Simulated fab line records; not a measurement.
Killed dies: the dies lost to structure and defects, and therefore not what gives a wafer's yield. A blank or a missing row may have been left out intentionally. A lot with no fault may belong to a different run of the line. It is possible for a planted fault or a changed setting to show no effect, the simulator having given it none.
fab line records / flow sky130 / part 2 of 2: steps 26 to 35 of 35
[record] lots = 5 wafers = 15 lastDay = 49
route steps=708 shown POLY_CUT@309 SD_P@320 RES_XHIGH@332 SD_N@342
lots with no fault: from the same line, run without faults
startH: start of the lot's first displayed wafer, in hours after the record's first day / waitH: hours since the lot's step before / " the same as in the row above / L1.1+2: a single row standing in for several wafers / - either no value or no given start / * or withheld: withheld / < > ~ a bound
route shown NAME@n: names a module that has steps shown in the file, with the first one's number in the route / usual: mean/standard deviation of fault-free wafers / same: alike in all rows / chamber/n: place in a boat / sites: each site's reading / _std_site: the standard deviation of these / _edge_site: mean of outer sites minus mean of inner sites / radiusMm: for every site, how far away it sits from the centre of the wafer / mask NAME#n: copy n / behind: the most recent tool/chamber to have shaped the wafer / hold: what put the lot on hold/how long, in hours/how the hold closed / device: transistor that didn't switch, given as n, p or np / end of line: the tests these same wafers got at the end of their route / a step without rows: its recipe alone / killed: the dies lost at the first sort to structure and to defects; this is not the yield of the wafer / map: a wafer's dies, x killed, . not, _ none there
set.NAME: the setting the step ran with; set.NAME@STEP: the setting that earlier step ran with / model.NAME: the simulator's own value behind a step, which no gauge read
lots at some steps of the route; a table a step, a row a wafer
services: when a tool's chamber went out of use (startH, in hours from the record's first day, below 0 if earlier), for how many hours, and the reason
[[steps]]
[step SKY_RES_XHIGH_COAT_02]
[recipe] resist = NOVOLAK spinRpm = 3000 resistThkNm = 1140
[usual] exhaustPa = 45.0/0.8
lot.wafer=L078.1 tool=lithoTrack-03 chamber=0 startH=627.17 waitH=0.1 exhaustPa=45.7
lot.wafer=L078.4 tool=lithoTrack-03 chamber=0 startH=627.17 waitH=0.1 exhaustPa=44.7
lot.wafer=L078.6 tool=lithoTrack-03 chamber=0 startH=627.17 waitH=0.1 exhaustPa=45.5
lot.wafer=L082.1 tool=lithoTrack-01 chamber=0 startH=675.71 waitH=0.1 exhaustPa=46.7
lot.wafer=L082.4 tool=lithoTrack-01 chamber=0 startH=675.71 waitH=0.1 exhaustPa=46.3
lot.wafer=L082.6 tool=lithoTrack-01 chamber=0 startH=675.71 waitH=0.1 exhaustPa=45.8
lot.wafer=L085.1 tool=lithoTrack-03 chamber=0 startH=699.17 waitH=0.1 exhaustPa=45.5
lot.wafer=L085.2 tool=lithoTrack-03 chamber=0 startH=699.17 waitH=0.1 exhaustPa=43.9
lot.wafer=L085.4 tool=lithoTrack-03 chamber=0 startH=699.17 waitH=0.1 exhaustPa=45.4
lot.wafer=L087.1 tool=lithoTrack-02 chamber=0 startH=711.06 waitH=0.1 exhaustPa=45.1
lot.wafer=L087.2 tool=lithoTrack-02 chamber=0 startH=711.06 waitH=0.1 exhaustPa=45.9
lot.wafer=L087.3 tool=lithoTrack-02 chamber=0 startH=711.06 waitH=0.1 exhaustPa=45.8
lot.wafer=L092.1 tool=lithoTrack-01 chamber=0 startH=751.51 waitH=0.1 exhaustPa=44.4
lot.wafer=L092.2 tool=lithoTrack-01 chamber=0 startH=751.51 waitH=0.1 exhaustPa=45.7
lot.wafer=L092.5 tool=lithoTrack-01 chamber=0 startH=751.51 waitH=0.1 exhaustPa=45.1
[step SKY_RES_XHIGH_SOFTBAKE_03]
[recipe] tempC = 90 timeS = 60 resist = NOVOLAK
[usual] exhaustPa = 44.9/0.91
lot.wafer=L078.1 tool=lithoTrack-03 chamber=0 startH=627.32 waitH=0.1 exhaustPa=44.9
lot.wafer=L078.4 tool=lithoTrack-03 chamber=0 startH=627.32 waitH=0.1 exhaustPa=46.2
lot.wafer=L078.6 tool=lithoTrack-03 chamber=0 startH=627.32 waitH=0.1 exhaustPa=44.8
lot.wafer=L082.1 tool=lithoTrack-01 chamber=0 startH=675.86 waitH=0.1 exhaustPa=44.0
lot.wafer=L082.4 tool=lithoTrack-01 chamber=0 startH=675.86 waitH=0.1 exhaustPa=44.0
lot.wafer=L082.6 tool=lithoTrack-01 chamber=0 startH=675.86 waitH=0.1 exhaustPa=43.4
lot.wafer=L085.1 tool=lithoTrack-03 chamber=0 startH=699.32 waitH=0.1 exhaustPa=44.8
lot.wafer=L085.2 tool=lithoTrack-03 chamber=0 startH=699.32 waitH=0.1 exhaustPa=45.0
lot.wafer=L085.4 tool=lithoTrack-03 chamber=0 startH=699.32 waitH=0.1 exhaustPa=44.6
lot.wafer=L087.1 tool=lithoTrack-02 chamber=0 startH=711.21 waitH=0.1 exhaustPa=46.3
lot.wafer=L087.2 tool=lithoTrack-02 chamber=0 startH=711.21 waitH=0.1 exhaustPa=45.8
lot.wafer=L087.3 tool=lithoTrack-02 chamber=0 startH=711.21 waitH=0.1 exhaustPa=46.9
lot.wafer=L092.1 tool=lithoTrack-01 chamber=0 startH=751.66 waitH=0.1 exhaustPa=45.0
lot.wafer=L092.2 tool=lithoTrack-01 chamber=0 startH=751.66 waitH=0.1 exhaustPa=45.0
lot.wafer=L092.5 tool=lithoTrack-01 chamber=0 startH=751.66 waitH=0.1 exhaustPa=43.7
[step SKY_RES_XHIGH_EXPOSE_04]
[recipe] maskId = URPM na = 0.6 sourceShape = conventional sigmaOuter = 0.6 polarization = unpolarized targetCdNm = 1270 doseMj = 140
lot.wafer=L078.1+4+6 tool=ilineStepper-01 chamber=0 startH=- waitH=- mask=URPM#0
lot.wafer=L082.1+4+6 tool=ilineStepper-02 chamber=0 startH=- waitH=- mask=URPM#0
lot.wafer=L085.1+2+4 tool=ilineStepper-01 chamber=0 startH=- waitH=- mask=URPM#0
lot.wafer=L087.1+2+3 tool=ilineStepper-02 chamber=0 startH=- waitH=- mask=URPM#0
lot.wafer=L092.1+2+5 tool=ilineStepper-01 chamber=0 startH=- waitH=- mask=URPM#0
[step SKY_RES_XHIGH_PEB_05]
[recipe] tempC = withheld timeS = * resist = NOVOLAK
[usual] exhaustPa = 45.2/0.93
lot.wafer=L078.1 tool=lithoTrack-01 chamber=0 startH=- waitH=- exhaustPa=45.1
lot.wafer=L078.4 tool=lithoTrack-01 chamber=0 startH=- waitH=- exhaustPa=45.1
lot.wafer=L078.6 tool=lithoTrack-01 chamber=0 startH=- waitH=- exhaustPa=43.7
lot.wafer=L082.1 tool=lithoTrack-02 chamber=0 startH=- waitH=- exhaustPa=45.7
lot.wafer=L082.4 tool=lithoTrack-02 chamber=0 startH=- waitH=- exhaustPa=45.9
lot.wafer=L082.6 tool=lithoTrack-02 chamber=0 startH=- waitH=- exhaustPa=45.5
lot.wafer=L085.1 tool=lithoTrack-03 chamber=0 startH=- waitH=- exhaustPa=45.3
lot.wafer=L085.2 tool=lithoTrack-03 chamber=0 startH=- waitH=- exhaustPa=44.4
lot.wafer=L085.4 tool=lithoTrack-03 chamber=0 startH=- waitH=- exhaustPa=44.8
lot.wafer=L087.1 tool=lithoTrack-01 chamber=0 startH=- waitH=- exhaustPa=44.8
lot.wafer=L087.2 tool=lithoTrack-01 chamber=0 startH=- waitH=- exhaustPa=45.6
lot.wafer=L087.3 tool=lithoTrack-01 chamber=0 startH=- waitH=- exhaustPa=44.7
lot.wafer=L092.1 tool=lithoTrack-02 chamber=0 startH=- waitH=- exhaustPa=45.3
lot.wafer=L092.2 tool=lithoTrack-02 chamber=0 startH=- waitH=- exhaustPa=45.8
lot.wafer=L092.5 tool=lithoTrack-02 chamber=0 startH=- waitH=- exhaustPa=44.0
[step SKY_RES_XHIGH_DEVELOP_06]
[recipe] resist = NOVOLAK developer = TMAH developTimeS = 60 devTempC = 23
[usual] exhaustPa = 44.9/0.85
lot.wafer=L078.1 tool=lithoTrack-01 chamber=0 startH=641.41 waitH=0.1 exhaustPa=46.1
lot.wafer=L078.4 tool=lithoTrack-01 chamber=0 startH=641.41 waitH=0.1 exhaustPa=45.5
lot.wafer=L078.6 tool=lithoTrack-01 chamber=0 startH=641.41 waitH=0.1 exhaustPa=44.7
lot.wafer=L082.1 tool=lithoTrack-02 chamber=0 startH=689.81 waitH=0.1 exhaustPa=46.1
lot.wafer=L082.4 tool=lithoTrack-02 chamber=0 startH=689.81 waitH=0.1 exhaustPa=46.3
lot.wafer=L082.6 tool=lithoTrack-02 chamber=0 startH=689.81 waitH=0.1 exhaustPa=45.5
lot.wafer=L085.1 tool=lithoTrack-03 chamber=0 startH=712.57 waitH=0.1 exhaustPa=45.8
lot.wafer=L085.2 tool=lithoTrack-03 chamber=0 startH=712.57 waitH=0.1 exhaustPa=44.7
lot.wafer=L085.4 tool=lithoTrack-03 chamber=0 startH=712.57 waitH=0.1 exhaustPa=44.0
lot.wafer=L087.1 tool=lithoTrack-01 chamber=0 startH=725.81 waitH=0.1 exhaustPa=45.0
lot.wafer=L087.2 tool=lithoTrack-01 chamber=0 startH=725.81 waitH=0.1 exhaustPa=45.0
lot.wafer=L087.3 tool=lithoTrack-01 chamber=0 startH=725.81 waitH=0.1 exhaustPa=43.8
lot.wafer=L092.1 tool=lithoTrack-02 chamber=0 startH=765.01 waitH=0.1 exhaustPa=45.4
lot.wafer=L092.2 tool=lithoTrack-02 chamber=0 startH=765.01 waitH=0.1 exhaustPa=43.1
lot.wafer=L092.5 tool=lithoTrack-02 chamber=0 startH=765.01 waitH=0.1 exhaustPa=45.5
[step SKY_RES_XHIGH_IMPLANT_07]
[recipe] species = BF2 energyKev = 20 doseCm2 = 3.6e+14 tiltDeg = 0
[usual] faradayCurrentUA = 550/44
lot.wafer=L078.1 tool=implanter-01 chamber=0 startH=641.56 waitH=0.1 faradayCurrentUA=600
lot.wafer=L078.4 tool=implanter-01 chamber=0 startH=641.56 waitH=0.1 faradayCurrentUA=620
lot.wafer=L078.6 tool=implanter-01 chamber=0 startH=641.56 waitH=0.1 faradayCurrentUA=604
lot.wafer=L082.1 tool=implanter-04 chamber=0 startH=689.96 waitH=0.1 faradayCurrentUA=513
lot.wafer=L082.4 tool=implanter-04 chamber=0 startH=689.96 waitH=0.1 faradayCurrentUA=520
lot.wafer=L082.6 tool=implanter-04 chamber=0 startH=689.96 waitH=0.1 faradayCurrentUA=528
lot.wafer=L085.1 tool=implanter-01 chamber=0 startH=712.72 waitH=0.1 faradayCurrentUA=586
lot.wafer=L085.2 tool=implanter-01 chamber=0 startH=712.72 waitH=0.1 faradayCurrentUA=616
lot.wafer=L085.4 tool=implanter-01 chamber=0 startH=712.72 waitH=0.1 faradayCurrentUA=599
lot.wafer=L087.1 tool=implanter-04 chamber=0 startH=725.96 waitH=0.1 faradayCurrentUA=526
lot.wafer=L087.2 tool=implanter-04 chamber=0 startH=725.96 waitH=0.1 faradayCurrentUA=528
lot.wafer=L087.3 tool=implanter-04 chamber=0 startH=725.96 waitH=0.1 faradayCurrentUA=498
lot.wafer=L092.1 tool=implanter-01 chamber=0 startH=765.16 waitH=0.1 faradayCurrentUA=583
lot.wafer=L092.2 tool=implanter-01 chamber=0 startH=765.16 waitH=0.1 faradayCurrentUA=588
lot.wafer=L092.5 tool=implanter-01 chamber=0 startH=765.16 waitH=0.1 faradayCurrentUA=612
[step SKY_RES_XHIGH_STRIP_08]
[recipe] chemistry = O2/N2 powerW = 1400 pressureMtorr = 1500 platenTempC = withheld o2FlowSccm = 3000 n2FlowSccm = 300 overashFraction = 0.5
[usual] drypumpMotorCurrentA = 6.1/0.34 oesProductAu = 0.711/0.0047 stripTimeToEndpointS = 14.30/0.044
lot.wafer=L078.1 tool=plasmaAsher-03 chamber=1 startH=641.71 waitH=0.1 drypumpMotorCurrentA=6.4 oesProductAu=0.707 rfHoursCounterH=21 stripTimeToEndpointS=14.20
lot.wafer=L078.4 tool=plasmaAsher-03 chamber=0 startH=641.71 waitH=0.1 drypumpMotorCurrentA=5.9 oesProductAu=0.709 rfHoursCounterH=- stripTimeToEndpointS=14.24
lot.wafer=L078.6 tool=plasmaAsher-03 chamber=0 startH=641.71 waitH=0.1 drypumpMotorCurrentA=5.9 oesProductAu=0.705 rfHoursCounterH=- stripTimeToEndpointS=14.26
lot.wafer=L082.1 tool=plasmaAsher-03 chamber=1 startH=690.11 waitH=0.1 drypumpMotorCurrentA=6.4 oesProductAu=0.706 rfHoursCounterH=26 stripTimeToEndpointS=14.32
lot.wafer=L082.4 tool=plasmaAsher-03 chamber=0 startH=690.11 waitH=0.1 drypumpMotorCurrentA=6.0 oesProductAu=0.713 rfHoursCounterH=- stripTimeToEndpointS=14.34
lot.wafer=L082.6 tool=plasmaAsher-03 chamber=0 startH=690.11 waitH=0.1 drypumpMotorCurrentA=6.0 oesProductAu=0.705 rfHoursCounterH=- stripTimeToEndpointS=14.40
lot.wafer=L085.1 tool=plasmaAsher-04 chamber=0 startH=712.87 waitH=0.1 drypumpMotorCurrentA=5.6 oesProductAu=0.709 rfHoursCounterH=58 stripTimeToEndpointS=14.33
lot.wafer=L085.2 tool=plasmaAsher-04 chamber=1 startH=712.87 waitH=0.1 drypumpMotorCurrentA=6.0 oesProductAu=0.708 rfHoursCounterH=58 stripTimeToEndpointS=14.34
lot.wafer=L085.4 tool=plasmaAsher-04 chamber=1 startH=712.87 waitH=0.1 drypumpMotorCurrentA=6.0 oesProductAu=0.713 rfHoursCounterH=- stripTimeToEndpointS=14.28
lot.wafer=L087.1 tool=plasmaAsher-02 chamber=1 startH=726.11 waitH=0.1 drypumpMotorCurrentA=6.4 oesProductAu=0.710 rfHoursCounterH=105 stripTimeToEndpointS=14.27
lot.wafer=L087.2 tool=plasmaAsher-02 chamber=0 startH=726.11 waitH=0.1 drypumpMotorCurrentA=6.6 oesProductAu=0.714 rfHoursCounterH=105 stripTimeToEndpointS=14.22
lot.wafer=L087.3 tool=plasmaAsher-02 chamber=0 startH=726.11 waitH=0.1 drypumpMotorCurrentA=6.6 oesProductAu=0.713 rfHoursCounterH=- stripTimeToEndpointS=14.26
lot.wafer=L092.1 tool=plasmaAsher-04 chamber=1 startH=765.31 waitH=0.1 drypumpMotorCurrentA=6.0 oesProductAu=0.710 rfHoursCounterH=63 stripTimeToEndpointS=14.26
lot.wafer=L092.2 tool=plasmaAsher-04 chamber=0 startH=765.31 waitH=0.1 drypumpMotorCurrentA=5.6 oesProductAu=0.708 rfHoursCounterH=63 stripTimeToEndpointS=14.34
lot.wafer=L092.5 tool=plasmaAsher-04 chamber=1 startH=765.31 waitH=0.1 drypumpMotorCurrentA=6.0 oesProductAu=0.716 rfHoursCounterH=- stripTimeToEndpointS=14.32
[step SKY_RES_XHIGH_TW_MEAS_09]
[usual] RES_XHIGH_TW = 1637/8.4
lot.wafer=L078.1 tool=filmMetro-02 chamber=- startH=641.81 waitH=0.1 RES_XHIGH_TW=1631
lot.wafer=L078.4 tool=filmMetro-02 chamber=- startH=641.81 waitH=0.1 RES_XHIGH_TW=1634
lot.wafer=L078.6 tool=filmMetro-02 chamber=- startH=641.81 waitH=0.1 RES_XHIGH_TW=1629
lot.wafer=L082.1 tool=filmMetro-02 chamber=- startH=690.21 waitH=0.1 RES_XHIGH_TW=1637
lot.wafer=L082.4 tool=filmMetro-02 chamber=- startH=690.21 waitH=0.1 RES_XHIGH_TW=1646
lot.wafer=L082.6 tool=filmMetro-02 chamber=- startH=690.21 waitH=0.1 RES_XHIGH_TW=1634
lot.wafer=L085.1 tool=filmMetro-01 chamber=- startH=712.97 waitH=0.1 RES_XHIGH_TW=1644
lot.wafer=L085.2 tool=filmMetro-01 chamber=- startH=712.97 waitH=0.1 RES_XHIGH_TW=1639
lot.wafer=L085.4 tool=filmMetro-01 chamber=- startH=712.97 waitH=0.1 RES_XHIGH_TW=1640
lot.wafer=L087.1 tool=filmMetro-03 chamber=- startH=726.21 waitH=0.1 RES_XHIGH_TW=1628
lot.wafer=L087.2 tool=filmMetro-03 chamber=- startH=726.21 waitH=0.1 RES_XHIGH_TW=1622
lot.wafer=L087.3 tool=filmMetro-03 chamber=- startH=726.21 waitH=0.1 RES_XHIGH_TW=1626
lot.wafer=L092.1 tool=filmMetro-01 chamber=- startH=765.41 waitH=0.1 RES_XHIGH_TW=1633
lot.wafer=L092.2 tool=filmMetro-01 chamber=- startH=765.41 waitH=0.1 RES_XHIGH_TW=1637
lot.wafer=L092.5 tool=filmMetro-01 chamber=- startH=765.41 waitH=0.1 RES_XHIGH_TW=1640
[step SKY_SD_N_DEHYDRATE_00]
[recipe] tempC = 200 timeS = 60
[usual] exhaustPa = 44.8/0.81
lot.wafer=L078.1 tool=lithoTrack-02 chamber=0 startH=655.61 waitH=13.8 exhaustPa=44.3
lot.wafer=L078.4 tool=lithoTrack-02 chamber=0 startH=655.61 waitH=13.8 exhaustPa=44.8
lot.wafer=L078.6 tool=lithoTrack-02 chamber=0 startH=655.61 waitH=13.8 exhaustPa=44.1
lot.wafer=L082.1 tool=lithoTrack-02 chamber=0 startH=703.56 waitH=13.3 exhaustPa=45.9
lot.wafer=L082.4 tool=lithoTrack-02 chamber=0 startH=703.56 waitH=13.3 exhaustPa=47.4
lot.wafer=L082.6 tool=lithoTrack-02 chamber=0 startH=703.56 waitH=13.3 exhaustPa=46.4
lot.wafer=L085.1 tool=lithoTrack-02 chamber=0 startH=726.41 waitH=13.4 exhaustPa=43.6
lot.wafer=L085.2 tool=lithoTrack-02 chamber=0 startH=726.41 waitH=13.4 exhaustPa=45.4
lot.wafer=L085.4 tool=lithoTrack-02 chamber=0 startH=726.41 waitH=13.4 exhaustPa=44.7
lot.wafer=L087.1 tool=lithoTrack-04 chamber=0 startH=739.09 waitH=12.9 exhaustPa=44.1
lot.wafer=L087.2 tool=lithoTrack-04 chamber=0 startH=739.09 waitH=12.9 exhaustPa=44.0
lot.wafer=L087.3 tool=lithoTrack-04 chamber=0 startH=739.09 waitH=12.9 exhaustPa=43.6
lot.wafer=L092.1 tool=lithoTrack-02 chamber=0 startH=778.21 waitH=12.8 exhaustPa=45.1
lot.wafer=L092.2 tool=lithoTrack-02 chamber=0 startH=778.21 waitH=12.8 exhaustPa=45.1
lot.wafer=L092.5 tool=lithoTrack-02 chamber=0 startH=778.21 waitH=12.8 exhaustPa=44.6
[step SKY_SD_N_HMDS_01]
[recipe] primeTimeS = 60 primeTempC = 120
[usual] exhaustPa = 45.1/0.9
lot.wafer=L078.1 tool=lithoTrack-02 chamber=0 startH=655.76 waitH=0.1 exhaustPa=43.9
lot.wafer=L078.4 tool=lithoTrack-02 chamber=0 startH=655.76 waitH=0.1 exhaustPa=45.0
lot.wafer=L078.6 tool=lithoTrack-02 chamber=0 startH=655.76 waitH=0.1 exhaustPa=45.6
lot.wafer=L082.1 tool=lithoTrack-02 chamber=0 startH=703.71 waitH=0.1 exhaustPa=44.7
lot.wafer=L082.4 tool=lithoTrack-02 chamber=0 startH=703.71 waitH=0.1 exhaustPa=43.8
lot.wafer=L082.6 tool=lithoTrack-02 chamber=0 startH=703.71 waitH=0.1 exhaustPa=45.0
lot.wafer=L085.1 tool=lithoTrack-02 chamber=0 startH=726.56 waitH=0.1 exhaustPa=45.2
lot.wafer=L085.2 tool=lithoTrack-02 chamber=0 startH=726.56 waitH=0.1 exhaustPa=45.7
lot.wafer=L085.4 tool=lithoTrack-02 chamber=0 startH=726.56 waitH=0.1 exhaustPa=46.7
lot.wafer=L087.1 tool=lithoTrack-04 chamber=0 startH=739.24 waitH=0.1 exhaustPa=45.4
lot.wafer=L087.2 tool=lithoTrack-04 chamber=0 startH=739.24 waitH=0.1 exhaustPa=44.5
lot.wafer=L087.3 tool=lithoTrack-04 chamber=0 startH=739.24 waitH=0.1 exhaustPa=44.9
lot.wafer=L092.1 tool=lithoTrack-02 chamber=0 startH=778.36 waitH=0.1 exhaustPa=45.9
lot.wafer=L092.2 tool=lithoTrack-02 chamber=0 startH=778.36 waitH=0.1 exhaustPa=45.9
lot.wafer=L092.5 tool=lithoTrack-02 chamber=0 startH=778.36 waitH=0.1 exhaustPa=44.8
[[services]]
tool=plasmaAsher-04 chamber=- startH=548.11 hours=36.6 kind=repair
tool=ilineStepper-02 chamber=- startH=565.64 hours=1.7 kind=pm
tool=rieDiel-01 chamber=1 startH=569.39 hours=12.9 kind=repair
tool=rieDiel-03 chamber=0 startH=571.10 hours=2.6 kind=repair
tool=krfScanner-01 chamber=- startH=579.98 hours=0.8 kind=pm
tool=rieDiel-01 chamber=3 startH=601.40 hours=1.5 kind=repair
tool=rieDiel-01 chamber=0 startH=608.24 hours=11.7 kind=repair
tool=plasmaAsher-03 chamber=- startH=610.92 hours=1.2 kind=repair
tool=krfScanner-01 chamber=- startH=614.58 hours=1.0 kind=pm
tool=rieDiel-03 chamber=3 startH=629.16 hours=3.5 kind=repair
tool=ilineStepper-01 chamber=- startH=651.83 hours=8.9 kind=pm
tool=plasmaAsher-01 chamber=- startH=682.91 hours=0.3 kind=repair
tool=implanter-01 chamber=- startH=701.84 hours=2.1 kind=repair
tool=krfScanner-01 chamber=- startH=705.86 hours=1.3 kind=pm
tool=ilineStepper-01 chamber=- startH=706.33 hours=1.7 kind=pm
tool=rieDiel-01 chamber=- startH=710.02 hours=68.1 kind=repair
tool=implanter-01 chamber=- startH=720.84 hours=4.0 kind=pm
tool=ilineStepper-02 chamber=- startH=725.71 hours=1.9 kind=repair
tool=krfScanner-01 chamber=- startH=739.00 hours=1.4 kind=repair
tool=rieDiel-03 chamber=0 startH=745.63 hours=1.4 kind=repair
tool=krfScanner-01 chamber=- startH=748.78 hours=0.8 kind=pm
tool=rieDiel-01 chamber=1 startH=749.10 hours=4.6 kind=repair
tool=ilineStepper-02 chamber=- startH=754.26 hours=4.4 kind=pm
tool=rieDiel-01 chamber=2 startH=768.86 hours=7.4 kind=repair
